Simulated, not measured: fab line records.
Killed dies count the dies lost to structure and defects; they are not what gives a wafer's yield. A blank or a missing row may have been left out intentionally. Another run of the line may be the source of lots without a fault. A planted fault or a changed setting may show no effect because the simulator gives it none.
One fault through the eyes of 2 desks :: flow gf180mcu :: only its own numbers are on each desk; what lay behind them is given at the end

== METROLOGY DESK ==
What the gauges read for every lot (on any tool): the sampled wafers with a number, averaged. Any lot whose mean is over 4 standard deviations away from the usual mean is out of limits and marked OUT; that distance is given in the brackets.
Columns: A = V3_CVD_00_THK at GF_V3_THK_MEAS_01, usual 603 nm; B = V3_CVD_02_THK at GF_V3_THK_MEAS_03, usual 848 nm; C = V3_BOW at GF_V3_BOW_MEAS_05, usual 116 um; D = cd-nm at GF_V3_CD_MEAS_14, usual 259.9 nm; E = V3_OVL at GF_V3_OVL_MEAS_15, usual 1 nm
lot: L334
first seen here: day 24 06:44
A: 608
B: 834
C: 107
D: 260.9
E: 11

lot: L337
first seen here: day 25 18:16
A: 606
B: 839
C: 104
D: 260.6
E: 6

lot: L340
first seen here: day 26 07:19
A: 607
B: 845
C: 115
D: 261.9
E: -12

lot: L342
first seen here: day 27 06:11
A: 606
B: 850
C: 122
D: 261.1
E: 2

lot: L345
first seen here: day 28 00:09
A: 599
B: 854
C: 118
D: 260.4
E: 14

lot: L348
first seen here: day 28 16:14
A: 597
B: 853
C: 118
D: 260.0
E: 2
This desk found nothing out of limits on any of the 6 lots.

== FOR THE TOOL OWNER'S DESK: litho-track-03 ==
The tool's own readings at GF_V3_PEB_12 (peb time 90 s): means of the sampled wafers that have a number, for each lot that ran on this tool. Any lot whose mean is over 4 standard deviations away from the usual mean is out of limits and marked OUT; that distance is given in the brackets.
Columns: A = heater-power-total-W at GF_V3_PEB_12, usual 85.70 W; B = plate-temp-C at GF_V3_PEB_12, usual 135.01 C
lot: L337
first seen here: day 26 15:31
A: 85.77
B: 134.92

lot: L340
first seen here: day 27 04:04
A: 86.25 (+6.5) OUT
B: 135.68 (+5.2) OUT

lot: L342
first seen here: day 28 02:07
A: 86.21 (+6.0) OUT
B: 135.54 (+4.1) OUT
Finding of this desk: L340, L342 out of limits; the first was L340 at day 27 04:04, on heater-power-total-W at GF_V3_PEB_12. In limits: L337.

== PUT TOGETHER ==
An alarm could have come from the tool owner's desk at day 27 04:04, on L340, L342.
Nothing out of limits was seen by the metrology desk.
The metrology desk holds a record of L340, L342, inside its limits.
Every lot named ran GF_V3_PEB_12 on litho-track-03.

== WHAT HAD BEEN PUT IN BY THE SIMULATOR ==
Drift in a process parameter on litho-track-03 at GF_V3_PEB_12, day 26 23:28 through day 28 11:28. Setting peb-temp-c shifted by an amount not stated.
Struck lots among those shown: L340, L342.
Time in hours from fault onset to the first out-of-limits reading at each desk: the tool owner's desk, 5.
